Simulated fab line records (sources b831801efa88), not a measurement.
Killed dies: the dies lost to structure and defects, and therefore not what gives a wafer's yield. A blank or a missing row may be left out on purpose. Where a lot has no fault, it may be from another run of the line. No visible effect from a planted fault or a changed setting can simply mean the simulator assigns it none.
fab line records    flow sky130
record: lots: 6  wafers: 18  last_day: 51
route steps=708 shown METAL5@669 PASSIVATION@681 PAD_OPEN@708
lots untouched by any fault: they come from a run of this same line in which no faults occurred
start_h: start of the lot's first displayed wafer, in hours after the record's first day    wait_h: hours from the lot's prior step to this one    " repeats the value in the row above    L1.1+2: a row that stands for several wafers    - no value present, or no start provided    * or withheld: withheld    < > ~ a bound
route shown NAME@n: NAME is a module with steps in the file, n the number in the route of the first one    usual: mean/standard deviation taken from wafers without a fault    same: alike in all rows    chamber/n: place in a boat    sites: the reading at each site    _std_site: the values' standard deviation    _edge_site: mean of outer sites minus mean of inner sites    radius_mm: how far each site lies from the wafer's centre    mask NAME#n: copy n    behind: the most recent tool/chamber to have shaped the wafer    hold: reason for holding the lot/hours on hold/outcome of the hold    device: transistor that didn't switch, given as n, p or np    end of line: tests run on the same wafers once the route is complete    a step given without rows: its recipe and nothing more    killed: count of dies lost to structure and defects at first sort (not the wafer's yield)    map: dies across one wafer; x = killed, . = not, _ = none there
set.NAME: the setting that was run; set.NAME@STEP: the one run at that earlier step    model.NAME: the simulator's own value behind a step, which no gauge read
lots at some steps of the route; a table a step, a row a wafer
services: a tool's chamber out of use, with start hour (start_h, from the record's first day; less than 0 if before it), hours out, and reason
== steps ==
step: SKY_METAL5_HMDS_08
recipe: prime_time_s: 60  prime_temp_c: 120
step: SKY_METAL5_COAT_09
recipe: resist: NOVOLAK  spin_rpm: 3000  resist_thk_nm: 1800
step: SKY_METAL5_SOFTBAKE_10
recipe: temp_c: 89.37  time_s: 60  resist: NOVOLAK
step: SKY_METAL5_EXPOSE_11
recipe: mask_id: MM5  na: 0.6  source_shape: conventional  sigma_outer: 0.6  polarization: unpolarized  target_cd_nm: 1600  dose_mj: 190
step: SKY_METAL5_PEB_12
recipe: temp_c: withheld  time_s: *  resist: NOVOLAK
step: SKY_METAL5_DEVELOP_13
recipe: resist: NOVOLAK  developer: TMAH  develop_time_s: 60  dev_temp_c: 23
step: SKY_METAL5_DESCUM_14
recipe: chemistry: O2  source_power_w: 150  bias_power_w: 0  pressure_mtorr: 10  temp_c: 40  time_s: 11
usual: drypump_motor_current_A: 5.8/0.48  oes_product_au: 1.004/0.0097
lot.wafer  tool          chamber  start_h  wait_h  drypump_motor_current_A  oes_product_au  rf_hours_counter_h
L668.1     rie_metal-04  0        1047.95  0.1     6.1                      0.993           6
L668.3     "             1        "        "       6.3                      0.996           -
L668.6     "             1        "        "       6.3                      0.991           -
L671.3     rie_metal-03  1        1076.76  0.1     5.8                      1.013           -
L671.4     "             0        "        "       4.9                      1.020           -
L671.6     "             1        "        "       5.8                      1.015           -
L670.2     rie_metal-04  1        1079.45  0.1     6.4                      0.986           14
L670.3     "             0        "        "       6.1                      0.988           -
L670.5     "             0        "        "       6.1                      0.994           -
L675.2     rie_metal-03  1        1098.42  0.1     5.8                      1.008           -
L675.3     "             1        "        "       5.9                      1.013           -
L675.5     "             1        "        "       5.8                      1.013           -
L679.1     rie_metal-04  1        1120.40  0.1     6.3                      0.994           15
L679.2     "             0        "        "       6.0                      0.995           14
L679.3     "             0        "        "       6.0                      1.003           -
L689.2     rie_metal-01  1        1177.35  0.1     5.9                      0.998           25
L689.3     "             0        "        "       5.1                      1.005           -
L689.4     "             1        "        "       5.9                      1.001           -
step: SKY_METAL5_METAL_ETCH_15
recipe: target_depth_a: 12600  stop_on: SiO2  over_etch_frac: 0.2  time_s: 252  chemistry: Cl2/BCl3  resist_sidewall_deg: 86  pressure_mtorr: 10  icp_w: 900  bias_w: 48.5  Cl2_flow_sccm: 60  bcl3_flow_sccm: 30
usual: drypump_motor_current_A: 5.8/0.48  oes_product_au: 0.894/0.005  throttle_valve_pct: 22.264/0.0092
lot.wafer  tool          chamber  start_h  wait_h  drypump_motor_current_A  oes_product_au  rf_hours_counter_h  throttle_valve_pct
L668.1     rie_metal-04  0        1047.99  0.0     6.1                      0.901           6                   22.269
L668.3     "             1        "        "       6.3                      0.889           -                   22.257
L668.6     "             1        "        "       6.3                      0.895           -                   22.274
L671.3     rie_metal-03  1        1076.86  0.1     5.8                      0.897           -                   22.277
L671.4     "             0        "        "       4.9                      0.895           -                   22.265
L671.6     "             1        "        "       5.8                      0.889           -                   22.255
L670.2     rie_metal-04  1        1079.50  0.0     6.3                      0.895           14                  22.252
L670.3     "             0        "        "       6.0                      0.893           -                   22.262
L670.5     "             0        "        "       6.0                      0.892           -                   22.280
L675.2     rie_metal-03  1        1098.55  0.1     5.9                      0.888           -                   22.264
L675.3     "             1        "        "       5.9                      0.893           -                   22.260
L675.5     "             1        "        "       5.9                      0.884           -                   22.263
L679.1     rie_metal-04  1        1120.43  0.0     6.3                      0.885           15                  22.268
L679.2     "             0        "        "       6.0                      0.897           14                  22.255
L679.3     "             0        "        "       6.1                      0.891           -                   22.275
L689.2     rie_metal-01  1        1177.38  0.0     5.9                      0.890           25                  22.269
L689.3     "             0        "        "       5.1                      0.890           -                   22.252
L689.4     "             1        "        "       5.9                      0.892           -                   22.260
step: SKY_METAL5_STRIP_16
recipe: chemistry: O2/N2  power_w: 1422  pressure_mtorr: 1500  platen_temp_c: withheld  o2_flow_sccm: 3000  n2_flow_sccm: 300  overash_fraction: 0.5
usual: drypump_motor_current_A: 6.11/0.26  oes_product_au: 0.716/0.0049  strip_time_to_endpoint_s: 12.89/0.096
lot.wafer  tool             chamber  start_h  wait_h  drypump_motor_current_A  oes_product_au  rf_hours_counter_h  strip_time_to_endpoint_s
L668.1     plasma_asher-01  1        1048.22  0.2     5.91                     0.714           119                 12.96
L668.3     "                0        "        "       6.18                     0.719           -                   12.91
L668.6     "                1        "        "       5.93                     0.720           -                   12.91
L671.3     plasma_asher-03  0        1077.05  0.1     5.79                     0.714           -                   12.80
L671.4     "                1        "        "       6.56                     0.711           -                   12.78
L671.6     "                0        "        "       5.79                     0.711           -                   12.80
L670.2     plasma_asher-03  0        1079.81  0.2     5.79                     0.718           34                  13.06
L670.3     "                1        "        "       6.47                     0.715           -                   13.03
L670.5     "                1        "        "       6.51                     0.723           -                   13.05
L675.2     plasma_asher-04  0        1098.94  0.3     6.08                     0.720           66                  12.78
L675.3     "                0        "        "       6.13                     0.720           -                   12.75
L675.5     "                1        "        "       6.23                     0.714           -                   12.80
L679.1     plasma_asher-03  0        1120.66  0.2     5.80                     0.723           38                  12.96
L679.2     "                1        "        "       6.49                     0.721           38                  12.95
L679.3     "                1        "        "       6.48                     0.716           -                   12.96
L689.2     plasma_asher-03  0        1177.62  0.2     5.80                     0.719           44                  12.82
L689.3     "                0        "        "       5.81                     0.723           -                   12.79
L689.4     "                1        "        "       6.49                     0.719           -                   12.81
step: SKY_METAL5_STRIP_17
recipe: chemistry: post_etch_residue_remover  time_s: 1200  temp_c: 72.5
step: SKY_METAL5_CLEAN_18
recipe: chemistry: IPA  time_s: 180  temp_c: 25
step: SKY_METAL5_CLEAN_19
recipe: chemistry: O3/DIW  dry: n2_spin
step: SKY_PASSIVATION_CVD_00
recipe: material: SiO2  target_thk_nm: 90  temp_c: 400  time_s: withheld  rf_w: 600
usual: heater_power_w: 647/76
lot.wafer  tool      chamber  start_h  wait_h  heater_power_w
L668.1     pecvd-04  1        1049.23  0.0     705
L668.3     "         0        "        "       839
L668.6     "         0        "        "       644
L671.3     pecvd-04  0        1077.71  0.0     718
L671.4     "         2        "        "       565
L671.6     "         0        "        "       721
L670.2     pecvd-04  1        1080.75  0.0     736
L670.3     "         2        "        "       555
L670.5     "         2        "        "       561
L675.2     pecvd-03  1        1099.53  0.0     544
L675.3     "         2        "        "       743
L675.5     "         2        "        "       750
L679.1     pecvd-04  2        1121.26  0.0     558
L679.2     "         1        "        "       726
L679.3     "         0        "        "       727
L689.2     pecvd-03  0        1178.24  0.0     539
L689.3     "         2        "        "       651
L689.4     "         0        "        "       551
step: SKY_PASSIVATION_THK_MEAS_01
recipe: reads: SiO2_of_PASSIVATION_CVD_00
usual: PASSIVATION_CVD_00_THK: 89.6/1.2
lot.wafer  tool           chamber  start_h  wait_h  PASSIVATION_CVD_00_THK[nm]
L668.1     film_metro-01  -        1049.25  -       89.0
L668.3     "              -        "        "       90.5
L668.6     "              -        "        "       89.8
L671.3     film_metro-01  -        1077.75  -       88.1
L671.4     "              -        "        "       89.4
L671.6     "              -        "        "       87.8
L670.2     film_metro-01  -        1080.78  -       87.8
L670.3     "              -        "        "       84.5
L670.5     "              -        "        "       86.2
L675.2     film_metro-04  -        1099.57  -       87.7
L675.3     "              -        "        "       89.4
L675.5     "              -        "        "       92.2
L679.1     film_metro-03  -        1121.28  -       85.1
L679.2     "              -        "        "       89.0
L679.3     "              -        "        "       88.7
L689.2     film_metro-03  -        1178.27  -       89.4
L689.3     "              -        "        "       88.0
L689.4     "              -        "        "       89.6
step: SKY_PASSIVATION_CVD_02
recipe: material: Si3N4  target_thk_nm: 540  temp_c: 400  time_s: withheld  rf_w: 450
usual: heater_power_w: 714/79
lot.wafer  tool      chamber  start_h  wait_h  heater_power_w
L668.1     pecvd-01  2        1049.31  0.1     697
L668.3     "         0        "        "       806
L668.6     "         2        "        "       713
L671.3     pecvd-03  2        1077.79  0.0     688
L671.4     "         2        "        "       710
L671.6     "         0        "        "       667
L670.2     pecvd-03  2        1080.83  0.0     757
L670.3     "         0        "        "       551
L670.5     "         1        "        "       667
L675.2     pecvd-01  2        1099.62  0.0     701
L675.3     "         1        "        "       774
L675.5     "         2        "        "       723
L679.1     pecvd-01  1        1121.34  0.1     773
L679.2     "         0        "        "       789
L679.3     "         2        "        "       619
L689.2     pecvd-01  2        1178.32  0.0     752
L689.3     "         1        "        "       752
L689.4     "         2        "        "       600
step: SKY_PAD_OPEN_PROBE_99
usual: defect_limited_yield: 82.5/1.6  killed_at_M0_to_M3: 43/6.6  killed_at_M4_up: 3.4/1.8  killed_at_contacts: 24/5.7  killed_at_front_end: 15/4.2  killed_at_other: 0.3/0.58  killed_dies: 86/8  killed_open: 46/7.2  killed_short: 39/5.8  sort_bin_3_pad_short: 0.9/0.41  sort_bin_5_function: 10.3/1.2  sort_bin_6_memory: 6.3/1.1  sort_n_pass: 406/8  sort_yield_pct: 82.5/1.6
same: gross_dies: 492  killed_at_back_side: 0  sort_bin_4_leakage[%]: 0  sort_bin_8_speed[%]: 0
lot.wafer  tool       chamber  start_h  wait_h  defect_limited_yield[%]  killed_at_M0_to_M3  killed_at_M4_up  killed_at_contacts  killed_at_front_end  killed_at_other  killed_dies  killed_open  killed_short  sort_bin_3_pad_short[%]  sort_bin_5_function[%]  sort_bin_6_memory[%]  sort_n_pass  sort_yield_pct[%]
L675.2     prober-02  -        1142.10  0.1     80.5                     44                  4                34                  14                   0                96           51           45            1.0                      11.0                    7.5                   396          80.5
L675.3     prober-02  -        1142.15  0.2     85.4                     43                  3                13                  13                   0                72           34           37            1.0                      9.1                     4.5                   420          85.4
L675.5     prober-02  -        1142.25  0.2     78.7                     41                  5                36                  23                   0                105          61           43            0.6                      13.6                    7.1                   387          78.7
killed by level:class
L675.2 LI_CONTACT:geometric_particle:open=11 CONTACT:geometric_particle:open=9 VIA1:geometric_particle:open=9 METAL2:geometric_particle:short=7 VIA3:geometric_particle:open=6 CONTACT:geometric_particle:short=6 LI_CONTACT:geometric_particle:short=5 VIA3:geometric_particle:short=5
L675.3 VIA1:geometric_particle:open=9 LI_CONTACT:geometric_particle:open=6 VIA3:geometric_particle:open=6 VIA2:geometric_particle:open=5 METAL1:geometric_particle:short=5 METAL2:geometric_particle:short=5 VIA2:geometric_particle:short=5 LOCAL_INTERCONNECT:geometric_particle:short=4
L675.5 CONTACT:geometric_particle:open=14 LI_CONTACT:geometric_particle:open=9 CONTACT:geometric_particle:short=8 FIELD_ISO:geometric_particle:open=7 VIA2:geometric_particle:open=7 VIA1:geometric_particle:open=6 VIA3:geometric_particle:open=6 FIELD_ISO:geometric_particle:short=5
== services ==
tool             chamber  start_h  hours  kind
pecvd-01         1        1035.23  16.5   scheduled_down
plasma_asher-01  -        1055.25  9.0    pm
plasma_asher-01  0        1055.25  9.0    vent_cycle
pecvd-04         -        1057.74  1.2    repair
plasma_asher-01  -        1064.25  2.8    pm
pecvd-04         1        1073.78  5.5    scheduled_down
plasma_asher-04  -        1076.60  5.4    repair
pecvd-01         -        1077.39  6.0    pm
rie_metal-01     -        1081.40  2.8    pm
plasma_asher-04  -        1086.10  2.4    repair
rie_metal-03     0        1093.02  21.8   repair
rie_metal-04     1        1094.80  22.5   repair
plasma_asher-01  -        1099.30  2.7    repair
pecvd-04         2        1100.40  16.5   scheduled_down
rie_metal-03     1        1100.85  13.2   repair
pecvd-04         -        1114.09  4.2    repair
plasma_asher-04  -        1128.28  1.3    repair
pecvd-01         -        1147.86  1.6    repair
pecvd-03         1        1150.72  -      calibration
pecvd-01         -        1161.04  0.5    repair
rie_metal-04     1        1163.18  6.5    repair
pecvd-04         -        1172.71  2.8    pm
pecvd-04         2        1174.23  2.1    scheduled_down
pecvd-04         -        1177.60  1.9    repair
== key ==
first_sign: step: SKY_PASSIVATION_THK_MEAS_01  reading: PASSIVATION_CVD_00_THK  direction: down  sigmas: 3.7  usual: 89.6  struck: 85.2
effect none on later readings
met_at SKY_PASSIVATION_CVD_00
struck_wafers L670.3,L670.5,L679.1
onset_between 1077.71 1080.75
fault: kind: site_profile_drift  tool: pecvd-04  chamber: 2  onset_h: 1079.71  steps: SKY_PASSIVATION_CVD_00  basis: fraction  max_abs_drift: 0.092847  slope_share_per_hr: 46.424  site_pattern: 0,0,0,0,0,-1,-1,-1,-1
